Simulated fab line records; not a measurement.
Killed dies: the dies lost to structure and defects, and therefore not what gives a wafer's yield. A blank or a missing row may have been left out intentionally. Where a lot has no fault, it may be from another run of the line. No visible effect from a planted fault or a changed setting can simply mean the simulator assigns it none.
A struck lot beside a sound one | flow sky130 | 37 steps out of a route of 708
Sound: these wafers, L597.1, L597.4, L597.6. The struck wafers were L606.2, L606.3, L606.6. The cause comes at the end.
For every step that has rows: the tool of each side, followed by ch and its chambers, followed by its first start. Under that, the readings that differ: sound wafers | struck wafers | difference of the means | sigmas: that difference in standard deviations of wafers without a fault.
alike: same words and numbers on both sides, and readings whose means sit less than 2 such deviations apart. not compared: any withheld reading, any reading some wafer has no value for, any bound like >300 that may hide the same value, and any number with overlapping values for which the record gives no deviation.
The two part at a step that has a row with sigmas, a row that says differs or no value, or rows on one side only. When numbers do not overlap yet have no deviation, they are printed without sigmas and do not part them. A reading missing from all wafers of one side parts the sides only when that side holds two or more wafers.

first, 10 steps without rows for these wafers: SKY_CAPM_DEHYDRATE_05 (time 60 s); SKY_CAPM_HMDS_06 (prime time 60 s); SKY_CAPM_COAT_07 (resist thk 1140 nm); SKY_CAPM_SOFTBAKE_08 (time 60 s); SKY_CAPM_EXPOSE_09 (exposes mask CAPM, target cd 1000 nm); SKY_CAPM_PEB_10; SKY_CAPM_DEVELOP_11 (develop time 60 s); SKY_CAPM_METAL_ETCH_13 (etches TiN in Cl2/BCl3, stops on SiO2, target depth 220 nm, time 62.9 s); SKY_CAPM_STRIP_14 (strips in O2/N2); SKY_CAPM_STRIP_15 (strips in post etch residue remover, time 1200 s).
SKY_CAPM_CLEAN_16: cleans in IPA, time 180 s.
  sound on wet bench-02 ch 3, day 38 16:26; struck on wet bench-04 ch 0, day 41 10:47
then, 25 steps without rows for these wafers: SKY_CAPM_CLEAN_17 (cleans in O3/DIW); SKY_METAL3_DEHYDRATE_05 (time 60 s); SKY_METAL3_HMDS_06 (prime time 60 s); SKY_METAL3_COAT_07 (resist thk 60 nm); SKY_METAL3_COAT_08 (resist thk 1140 nm); SKY_METAL3_SOFTBAKE_09 (time 90 s); SKY_METAL3_EXPOSE_10 (exposes mask MM3, target cd 300 nm); SKY_METAL3_PEB_11; SKY_METAL3_DEVELOP_12 (develop time 60 s); SKY_METAL3_DESCUM_15 (chemistry O2, time 8 s); SKY_METAL3_ETCH_16 (etches BARC in N2/H2, stops on SiO2, time 88.2 s, target depth 60 nm); SKY_METAL3_ETCH_17 (etches SiO2 in C4F8/O2/Ar, stops on TiN, time 3.9 s, target depth 15 nm); SKY_METAL3_METAL_ETCH_18 (etches the open film in Cl2/BCl3, stops on SiO2, target depth 845 nm, time 183.1 s); SKY_METAL3_STRIP_19 (strips in O2/N2); SKY_METAL3_STRIP_20 (strips in post etch residue remover, time 1200 s); SKY_METAL3_CLEAN_21 (cleans in IPA, time 180 s); SKY_METAL3_CLEAN_22 (cleans in O3/DIW); SKY_VIA3_HDPCVD_00 (deposits SiO2, target thk 1635 nm, time 272.5 s); SKY_VIA3_CMP_02 (polishes SiO2); SKY_VIA3_DEHYDRATE_04 (time 60 s); SKY_VIA3_HMDS_05 (prime time 60 s); SKY_VIA3_COAT_06 (resist thk 60 nm); SKY_VIA3_COAT_07 (resist thk 452.5 nm); SKY_VIA3_SOFTBAKE_08 (time 90 s); SKY_VIA3_EXPOSE_09 (exposes mask VIM3, target cd 200 nm).
-- the record jumps here: 8 days lie between the struck wafers' starts before and after (it left off in module VIA3 and takes up again in module PAD_OPEN, whose first step shown is number 708 of the route) --
SKY_PAD_OPEN_PROBE_99:
  sound: prober-01 at day 46 19:30; struck: prober-01 at day 48 23:53
  reading                               | sound              | struck                                                                     | difference                   | sigmas
  hold                                  | - - -              | await dispo/3.3h/release await dispo/3.3h/release await dispo/3.3h/release | no value on the sound wafers |
  defect limited yield (%)              | 85.2 83.1 79.9     | 76.0 74.4 73.2                                                             | -8.2                         | -4
  killed_at_M0_to_M3                    | 42 49 53           | 33 30 39                                                                   | -14                          | -2
  killed at other                       | 0 0 0              | 51 59 59                                                                   | +56                          | +99 or more
  killed dies                           | 73 83 99           | 118 126 132                                                                | +40                          | +4
  killed short                          | 33 36 55           | 20 31 33                                                                   | -13                          | -2
  sort_bin_3_pad_short (%)              | 0.8 1.0 0.6        | 3.3 2.8 3.3                                                                | +2.3                         | +6
  sort_bin_5_function (%)               | 9.3 8.3 11.8       | 15.0 18.5 16.1                                                             | +6.7                         | +5
  sort n pass                           | 419 409 393        | 374 366 360                                                                | -40                          | -4
  sort yield pct (%)                    | 85.2 83.1 79.9     | 76.0 74.4 73.2                                                             | -8.2                         | -4
  model.etest.tester.sort n pass        | 419 409 393        | 374 366 360                                                                | -40                          |
  model.etest.tester.sort yield pct (%) | 85.16 83.13 79.88  | 76.02 74.39 73.17                                                          | -8.20                        |
  model.etest.tester.sort_bin_5_pct (%) | 9.35 8.333 11.79   | 15.04 18.5 16.06                                                           | +6.71                        |
  model.etest.tester.sort_bin_3_pct (%) | 0.813 1.016 0.6098 | 3.252 2.846 3.252                                                          | +2.304                       |
  alike: killed_at_M4_up, killed at contacts, killed at front end, killed open, sort_bin_6_memory

WHERE THEY PART
Only at SKY_PAD_OPEN_PROBE_99, as far as this record shows.

WHY: whatever the simulator had introduced
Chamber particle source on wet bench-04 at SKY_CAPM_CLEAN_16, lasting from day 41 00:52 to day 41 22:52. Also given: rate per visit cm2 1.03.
